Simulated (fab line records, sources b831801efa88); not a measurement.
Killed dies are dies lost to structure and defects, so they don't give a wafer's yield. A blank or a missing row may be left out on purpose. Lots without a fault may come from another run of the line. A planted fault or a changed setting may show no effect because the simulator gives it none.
fab line records | flow gf180mcu | part 2 of 2: steps 31 to 42 of 42
record lots=5 wafers=15 last_day=33
route steps=602 shown STI@25 DNWELL@32 NWELL@42 LVPWELL@54 MVSD@66
lots that met no fault: from a run of the same line without faults
start_h: hours from the record's first day to the start of the lot's first wafer shown | wait_h: hours since the lot's step before | " the same as in the row above | L1.1+2: a row that stands for several wafers | - no value, or no start given | * or withheld: withheld | < > ~ a bound
route shown NAME@n: a module of which the file shows steps, and the number in the route of the first | usual: mean/standard deviation of fault-free wafers | same: alike in all rows | chamber/n: place in a boat | sites: the reading at each site | _std_site: their standard deviation | _edge_site: outer sites' mean less inner sites' | radius_mm: how far each site lies from the wafer's centre | mask NAME#n: copy n | behind: the tool/chamber that last shaped the wafer | hold: why the lot was held/for how many hours/how that ended | device: the transistor (n, p or np) that didn't switch | end of line: the same wafers' tests at the end of the route | a step without rows: its recipe alone | killed: dies lost to structure and defects at the first sort, not the wafer's yield | map: a wafer's dies, x killed, . not, _ none there
set.NAME: the setting as run; set.NAME@STEP: as run at that earlier step | model.NAME: the simulator's own value behind a step, which no gauge read
lots at some steps of the route; a table a step, a row a wafer
services: from which hour (start_h, from the record's first day; less than 0 if before it) a tool's chamber was out of use, for how many hours, and why
## steps
# step GF_LVPWELL_HMDS_01
# recipe prime_time_s=60 prime_temp_c=120
# columns lot.wafer tool chamber start_h wait_h
L077.2+4+5 litho_track-04 0 78.38 0.1
L080.1+4+6 litho_track-03 0 94.56 0.1
L087.4+5+6 litho_track-04 0 132.68 0.1
L088.1+3+6 litho_track-04 0 138.91 0.1
L090.3+4+5 litho_track-03 0 150.61 0.1
# step GF_LVPWELL_COAT_02
# recipe spin_rpm=2000 resist_thk_nm=3000
# usual spin_speed_rpm=2000.0/1.3
# columns lot.wafer tool chamber start_h wait_h spin_speed_rpm
L077.2 litho_track-04 0 78.53 0.1 2000.6
L077.4 " 0 " " 1999.8
L077.5 " 0 " " 2000.2
L080.1 litho_track-03 0 94.71 0.1 2000.4
L080.4 " 0 " " 2001.2
L080.6 " 0 " " 1998.4
L087.4 litho_track-04 0 132.83 0.1 2000.9
L087.5 " 0 " " 1998.8
L087.6 " 0 " " 1999.3
L088.1 litho_track-04 0 139.06 0.1 1999.2
L088.3 " 0 " " 2001.7
L088.6 " 0 " " 1996.6
L090.3 litho_track-03 0 150.76 0.1 2000.9
L090.4 " 0 " " 1999.4
L090.5 " 0 " " 1999.5
# step GF_LVPWELL_SOFTBAKE_03
# recipe temp_c=110 time_s=withheld
# columns lot.wafer tool chamber start_h wait_h
L077.2+4+5 litho_track-04 0 78.69 0.1
L080.1+4+6 litho_track-03 0 94.86 0.1
L087.4+5+6 litho_track-04 0 133.01 0.1
L088.1+3+6 litho_track-04 0 139.21 0.1
L090.3+4+5 litho_track-03 0 150.93 0.1
# step GF_LVPWELL_EXPOSE_04
# recipe mask_id=LVPWELL target_cd_nm=600 na=0.6 source_shape=conventional sigma_outer=0.6 dose_mj=260
# usual focus_offset_nm=0.0/0.51
# columns lot.wafer tool chamber start_h wait_h mask focus_offset_nm
L077.2 iline_stepper-02 0 - - LVPWELL#0 -0.1
L077.4 " 0 " " LVPWELL#0 -0.1
L077.5 " 0 " " LVPWELL#0 0.1
L080.1 iline_stepper-01 0 - - LVPWELL#0 -0.4
L080.4 " 0 " " LVPWELL#0 -0.2
L080.6 " 0 " " LVPWELL#0 0.0
L087.4 iline_stepper-01 0 - - LVPWELL#0 -0.3
L087.5 " 0 " " LVPWELL#0 0.7
L087.6 " 0 " " LVPWELL#0 0.3
L088.1 iline_stepper-01 0 - - LVPWELL#0 -0.6
L088.3 " 0 " " LVPWELL#0 -0.9
L088.6 " 0 " " LVPWELL#0 -0.8
L090.3 iline_stepper-02 0 - - LVPWELL#0 0.2
L090.4 " 0 " " LVPWELL#0 0.3
L090.5 " 0 " " LVPWELL#0 -0.5
# step GF_LVPWELL_PEB_05
# recipe temp_c=115 time_s=withheld
# columns lot.wafer tool chamber start_h wait_h
L077.2+4+5 litho_track-02 0 - -
L080.1+4+6 litho_track-04 0 - -
L087.4+5+6 litho_track-04 0 - -
L088.1+3+6 litho_track-03 0 - -
L090.3+4+5 litho_track-03 0 - -
# step GF_LVPWELL_DEVELOP_06
# recipe wall_angle_deg=90 develop_time_s=57.92 dev_temp_c=23
# usual developer_temp_C=22.99/0.11
# columns lot.wafer tool chamber start_h wait_h developer_temp_C
L077.2 litho_track-02 0 - - 23.02
L077.4 " 0 " " 22.99
L077.5 " 0 " " 22.99
L080.1 litho_track-04 0 - - 23.14
L080.4 " 0 " " 23.08
L080.6 " 0 " " 23.15
L087.4 litho_track-04 0 - - 22.94
L087.5 " 0 " " 22.76
L087.6 " 0 " " 22.98
L088.1 litho_track-03 0 - - 22.75
L088.3 " 0 " " 22.93
L088.6 " 0 " " 22.84
L090.3 litho_track-03 0 - - 22.98
L090.4 " 0 " " 23.01
L090.5 " 0 " " 22.97
# step GF_LVPWELL_OVL_MEAS_07
# usual LVPWELL_OVL=-0.1/1.6
# columns lot.wafer tool chamber start_h wait_h LVPWELL_OVL[nm]
L077.2 overlay-01 - 85.71 - 0.6
L077.4 " - " " 0.3
L077.5 " - " " 1.3
L080.1 overlay-02 - 101.96 - -1.6
L080.4 " - " " -0.9
L080.6 " - " " 0.4
L087.4 overlay-02 - 141.02 - -2.3
L087.5 " - " " -1.9
L087.6 " - " " -3.1
L088.1 overlay-01 - 146.76 - -1.6
L088.3 " - " " -1.5
L088.6 " - " " 0.7
L090.3 overlay-01 - 158.52 - -0.7
L090.4 " - " " 1.8
L090.5 " - " " -0.6
# step GF_LVPWELL_IMPLANT_08
# recipe species=B energy_kev=170 dose_cm2=1.5e+13 tilt_deg=0
# columns lot.wafer tool chamber start_h wait_h
L077.2+4+5 implanter-04 0 85.76 0.0
L080.1+4+6 implanter-03 0 101.99 0.0
L087.4+5+6 implanter-02 0 141.12 0.1
L088.1+3+6 implanter-02 0 146.80 0.0
L090.3+4+5 implanter-03 0 158.60 0.1
# step GF_LVPWELL_IMPLANT_09
# recipe species=B energy_kev=60 dose_cm2=5e+12 tilt_deg=0
# columns lot.wafer tool chamber start_h wait_h
L077.2+4+5 implanter-04 0 85.91 0.1
L080.1+4+6 implanter-03 0 102.14 0.1
L087.4+5+6 implanter-02 0 141.27 0.1
L088.1+3+6 implanter-02 0 146.95 0.1
L090.3+4+5 implanter-03 0 158.75 0.1
# step GF_LVPWELL_STRIP_10
# recipe chemistry=O2/N2 power_w=1400 pressure_mtorr=1500 platen_temp_c=250 o2_flow_sccm=3000 n2_flow_sccm=300 overash_fraction=0.5
# usual drypump_motor_current_A=6.0/0.36 heater_power_w=314/25 n2_flow_sccm=300.3/0.83 o2_flow_sccm=3000/9 oes_product_au=0.722/0.0046 strip_time_to_endpoint_s=37.05/0.11
# columns lot.wafer tool chamber start_h wait_h drypump_motor_current_A heater_power_w n2_flow_sccm o2_flow_sccm oes_product_au rf_hours_counter_h strip_time_to_endpoint_s
L077.2 plasma_asher-01 1 86.04 0.1 5.1 335 299.8 3009 0.716 42 37.23
L077.4 " 1 " " 5.1 325 299.5 2996 0.724 - 37.11
L077.5 " 1 " " 5.1 338 300.0 2988 0.727 - 37.20
L080.1 plasma_asher-02 1 102.29 0.1 6.2 324 300.7 2991 0.724 30 37.13
L080.4 " 1 " " 6.2 336 301.9 3013 0.727 - 37.20
L080.6 " 0 " " 5.7 296 300.0 3001 0.725 - 37.22
L087.4 plasma_asher-02 0 141.38 0.1 5.7 300 301.7 2995 0.726 - 37.20
L087.5 " 0 " " 5.7 304 301.6 3008 0.717 - 37.10
L087.6 " 1 " " 6.2 332 299.2 3000 0.719 - 36.99
L088.1 plasma_asher-04 1 147.10 0.1 6.2 310 299.6 3005 0.720 49 37.16
L088.3 " 0 " " 6.3 336 299.3 3001 0.722 - 37.12
L088.6 " 1 " " 6.3 311 300.3 2998 0.725 - 37.00
L090.3 plasma_asher-04 1 158.88 0.1 6.3 307 299.5 2993 0.734 - 37.14
L090.4 " 0 " " 6.3 328 300.0 2991 0.718 - 37.16
L090.5 " 1 " " 6.2 317 300.9 2999 0.717 - 37.14
# step GF_LVPWELL_TW_MEAS_11
# usual LVPWELL_TW=559/5.1
# columns lot.wafer tool chamber start_h wait_h LVPWELL_TW
L077.2 film_metro-01 - 86.15 0.1 567
L077.4 " - " " 567
L077.5 " - " " 565
L080.1 film_metro-01 - 102.39 0.1 562
L080.4 " - " " 563
L080.6 " - " " 561
L087.4 film_metro-02 - 141.47 0.1 553
L087.5 " - " " 554
L087.6 " - " " 551
L088.1 film_metro-01 - 147.20 0.1 568
L088.3 " - " " 563
L088.6 " - " " 562
L090.3 film_metro-04 - 158.97 0.1 552
L090.4 " - " " 554
L090.5 " - " " 554
# step GF_MVSD_DEHYDRATE_00
# recipe temp_c=200 time_s=60
# columns lot.wafer tool chamber start_h wait_h
L077.2+4+5 litho_track-04 0 92.43 6.3
L080.1+4+6 litho_track-01 0 108.85 6.4
L087.4+5+6 litho_track-02 0 148.73 7.2
L088.1+3+6 litho_track-02 0 154.60 7.4
L090.3+4+5 litho_track-04 0 166.66 7.7
## services
# columns tool chamber start_h hours kind
furnace-01 - 36.51 2.6 pm
implanter-04 - 47.01 1.7 repair
implanter-02 - 47.91 16.1 pm
implanter-01 - 50.28 1.6 repair
implanter-04 - 59.63 1.7 repair
implanter-04 - 62.11 1.4 repair
cmp-02 - 68.10 0.4 repair
implanter-02 - 77.56 4.7 repair
iline_stepper-01 - 77.70 1.7 pm
wet_bench-02 - 93.44 2.4 repair
implanter-01 - 95.16 12.5 repair
implanter-04 - 101.98 6.5 pm
plasma_asher-01 - 108.75 9.0 pm
implanter-03 - 120.49 6.0 pm
implanter-04 - 121.06 2.3 repair
implanter-04 - 125.00 57.1 pm
implanter-02 - 126.16 0.6 repair
cmp-02 - 134.77 20.1 pm
iline_stepper-01 - 135.49 2.3 repair
iline_stepper-01 - 143.80 3.6 repair
wet_bench-02 - 157.62 12.7 repair
cmp-02 - 158.05 2.4 repair
iline_stepper-02 - 162.59 1.7 pm
cmp-02 - 163.72 0.3 repair
